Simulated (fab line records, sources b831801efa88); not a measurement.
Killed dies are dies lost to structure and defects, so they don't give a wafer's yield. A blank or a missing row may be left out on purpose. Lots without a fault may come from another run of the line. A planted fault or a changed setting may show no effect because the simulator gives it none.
Chamber matching | flow gf180mcu | GF_V2_CVD_02 on pecvd-03: 3 sister chambers
The step deposits SiO2 from TEOS, target thk 850 nm, time 94.851 s. 14 wafers are shown with their chamber, then 7 later ones without.

WAFERS WITH THEIR CHAMBER
wafer  | chamber | heater_power_w (W)
L953.1 | 2       | 601
L953.3 | 0       | 991
L953.5 | 0       | 1036
L955.1 | 1       | 583
L955.3 | 2       | 575
L955.6 | 0       | 938
L957.1 | 0       | 845
L957.2 | 1       | 657
L957.6 | 2       | 610
L960.1 | 1       | 655
L960.3 | 2       | 582
L960.5 | 0       | 1024
L970.4 | 2       | 488
L970.5 | 0       | 1029

SIGNATURES (means of the wafers above)
reading        | chamber 0 | chamber 1 | chamber 2 | scatter within a chamber
heater_power_w | 977.17    | 631.67    | 571.20    | 60.7
Rule: a wafer's distance from a chamber is the root of the sum, over the readings, of the square of ((its reading less the chamber's mean) divided by the reading's scatter). The wafer belongs to the nearest chamber; if the next one is less than 2 further off, it can't be placed. The scatter: the root of (the sum of the squares of (reading less its chamber's mean) over the shown wafers, divided by (wafers less chambers)).

WAFERS WITHOUT THEIR CHAMBER
wafer  | heater_power_w (W)
L970.6 | 534
L973.1 | 513
L973.4 | 653
L973.5 | 557
L976.1 | 1021
L976.2 | 554
L976.5 | 647

WHICH CHAMBER EACH WENT THROUGH
wafer  | from the rows above     | in truth
L970.6 | can't be placed: 2 or 1 | 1
L973.1 | can't be placed: 2 or 1 | 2
L973.4 | can't be placed: 1 or 2 | 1
L973.5 | can't be placed: 2 or 1 | 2
L976.1 | 0                       | 0
L976.2 | can't be placed: 2 or 1 | 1
L976.5 | can't be placed: 1 or 2 | 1
Placed correctly: 1 of 7. Can't be placed from these rows: 6 (the true chamber is among the candidates in 6). Placed wrongly: 0.
